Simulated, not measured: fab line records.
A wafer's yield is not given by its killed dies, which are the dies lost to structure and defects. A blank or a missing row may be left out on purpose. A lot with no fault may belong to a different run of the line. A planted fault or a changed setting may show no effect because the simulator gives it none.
Matching of chambers    flow gf180mcu    GF_V5_CMP_26 on cmp-01 has 4 sister chambers
The step polishes, stops on SiO2, t overpolish 15 s, target thk 0 nm. 45 wafers are shown with their chamber, then 12 later ones without.

WAFERS WITH THEIR CHAMBER
wafer   chamber  motor current A (A)  time to endpoint s (s)  overpolish run s (s)
L076.1  2        8.9                  87                      15.004
L076.5  3        10.4                 91                      14.982
L076.6  0        11.1                 87                      14.987
L077.1  1        9.4                  91                      14.997
L077.3  2        9.0                  86                      14.999
L077.4  3        10.3                 91                      15.000
L079.1  0        10.9                 88                      15.001
L079.3  1        9.7                  89                      14.997
L079.4  2        8.6                  84                      15.012
L082.1  3        10.1                 87                      14.994
L082.2  1        9.7                  87                      15.002
L082.4  2        8.8                  85                      14.986
L085.2  3        10.3                 88                      14.999
L085.3  2        8.8                  86                      14.994
L085.6  3        10.0                 86                      14.981
L086.2  1        9.7                  90                      14.986
L086.4  2        9.4                  85                      15.002
L086.6  1        9.2                  95                      15.014
L088.1  1        9.9                  85                      14.997
L088.2  0        10.9                 87                      15.015
L088.4  3        9.9                  88                      14.995
L090.1  1        9.4                  84                      14.996
L090.5  2        9.0                  84                      15.007
L090.6  1        9.9                  88                      15.012
L090.2  2        9.0                  84                      14.994
L090.3  0        11.1                 85                      14.987
L090.4  3        10.0                 87                      14.989
L091.1  2        9.0                  88                      14.994
L091.5  1        9.6                  89                      15.002
L091.6  0        10.4                 86                      14.992
L092.4  3        10.4                 86                      14.999
L092.5  3        9.8                  87                      15.004
L092.6  0        10.8                 85                      14.994
L092.1  2        8.9                  88                      14.982
L092.2  0        11.1                 88                      15.005
L092.3  1        9.6                  88                      15.001
L093.1  2        8.6                  84                      15.003
L093.4  1        9.1                  84                      14.997
L093.5  2        9.3                  80                      14.998
L093.2  0        11.0                 84                      15.026
L093.3  3        10.4                 85                      15.010
L093.6  3        10.7                 88                      15.014
L094.3  1        10.1                 83                      15.021
L094.5  2        8.9                  90                      15.003
L094.6  1        9.6                  87                      15.020

SIGNATURES (means of the wafers above)
reading             chamber 0  chamber 1  chamber 2  chamber 3  scatter within a chamber
motor current A     10.912     9.608      8.938      10.209     0.257
time to endpoint s  86.25      87.69      85.46      87.64      2.51
overpolish run s    15.00088   15.00323   14.99831   14.99700   0.0106
Rule: for each reading, subtract the chamber's mean from the wafer's reading, divide by that reading's scatter and square the result; add these up over the readings and take the root, which gives the wafer's distance from the chamber. If the next closest chamber is less than 2 further off than the closest, the wafer can't be placed; otherwise it belongs to the closest. How the scatter is found: for the shown wafers, subtract from each reading the mean of its chamber, square and add these, divide the total by (wafers less chambers), then take the root.

WAFERS MISSING THEIR CHAMBER
wafer   motor current A (A)  time to endpoint s (s)  overpolish run s (s)
L094.1  11.2                 85                      14.987
L094.2  9.9                  92                      15.003
L094.4  9.1                  86                      14.992
L095.3  11.4                 89                      14.998
L095.4  9.0                  80                      14.987
L095.6  10.9                 85                      14.996
L096.3  8.7                  87                      14.986
L096.4  11.2                 92                      15.000
L096.5  10.7                 90                      15.006
L097.1  10.8                 88                      14.987
L097.5  10.2                 92                      14.996
L097.6  9.1                  84                      15.014

EACH ONE'S CHAMBER
wafer   from the rows above           in truth
L094.1  0                             0
L094.2  can't be placed: 1 or 3       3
L094.4  can't be placed: 2 or 1       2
L095.3  0                             0
L095.4  can't be placed: 2 or 1       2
L095.6  0                             0
L096.3  2                             2
L096.4  can't be placed: 0 or 3       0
L096.5  can't be placed: 0 or 3       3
L097.1  can't be placed: 0 or 3       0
L097.5  can't be placed: 3 or 1 or 0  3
L097.6  can't be placed: 2 or 1       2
Correctly placed: 4 of 12. Can't be placed from these rows: 8 (the true chamber is among the candidates in 8). Placed wrongly: 0.
